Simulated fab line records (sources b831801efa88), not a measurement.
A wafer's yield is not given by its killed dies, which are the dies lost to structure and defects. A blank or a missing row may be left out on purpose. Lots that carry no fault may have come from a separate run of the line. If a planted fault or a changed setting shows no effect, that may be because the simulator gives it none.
Matching of chambers + flow sky130 + pecvd-04 running SKY_CONTACT_CVD_00: 3 sister chambers
The step deposits Si3N4, target thk 75 nm. 18 wafers are shown with their chamber, then 9 later ones without.

## WAFERS, EACH WITH ITS CHAMBER
| wafer  | chamber | heater power w (W) |
|--------|---------|--------------------|
| L078.2 | 1       | 577                |
| L078.4 | 1       | 573                |
| L078.6 | 2       | 721                |
| L079.1 | 2       | 703                |
| L079.2 | 1       | 599                |
| L079.3 | 0       | 646                |
| L079.4 | 1       | 609                |
| L079.5 | 2       | 698                |
| L079.6 | 0       | 628                |
| L083.2 | 0       | 668                |
| L083.3 | 0       | 682                |
| L083.6 | 2       | 702                |
| L084.2 | 0       | 689                |
| L084.3 | 2       | 753                |
| L084.6 | 0       | 679                |
| L092.2 | 2       | 692                |
| L092.4 | 1       | 597                |
| L092.5 | 2       | 697                |

SIGNATURES (means of the wafers above)
| reading        | chamber 0 | chamber 1 | chamber 2 | scatter within a chamber |
|----------------|-----------|-----------|-----------|--------------------------|
| heater power w | 665.33    | 591.00    | 709.43    | 20.8                     |
Rule: for a wafer and a chamber, the distance is found by dividing, reading by reading, the gap between the wafer's reading and the chamber's mean by the reading's scatter, squaring, summing and taking the root. The wafer belongs to the nearest chamber; if the next one is less than 2 further off, it can't be placed. The scatter: the root of (the sum of the squares of (reading less its chamber's mean) over the shown wafers, divided by (wafers less chambers)).

## WAFERS WITHOUT THEIR CHAMBER
| wafer  | heater power w (W) |
|--------|--------------------|
| L094.1 | 535                |
| L094.2 | 603                |
| L094.3 | 736                |
| L094.4 | 591                |
| L094.5 | 538                |
| L094.6 | 596                |
| L097.4 | 571                |
| L097.5 | 696                |
| L097.6 | 571                |

## WHICH CHAMBER EACH WENT THROUGH
| wafer  | from the rows above     | in truth                   |
|--------|-------------------------|----------------------------|
| L094.1 | 1                       | 1                          |
| L094.2 | 1                       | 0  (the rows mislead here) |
| L094.3 | 2                       | 2                          |
| L094.4 | 1                       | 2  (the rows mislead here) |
| L094.5 | 1                       | 1                          |
| L094.6 | 1                       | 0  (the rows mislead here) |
| L097.4 | 1                       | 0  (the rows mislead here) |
| L097.5 | can't be placed: 2 or 0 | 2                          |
| L097.6 | 1                       | 1                          |
Correctly placed: 4 of 9. Can't be placed from these rows: 1 (the true chamber is among the candidates in 1). Wrongly placed: 4.
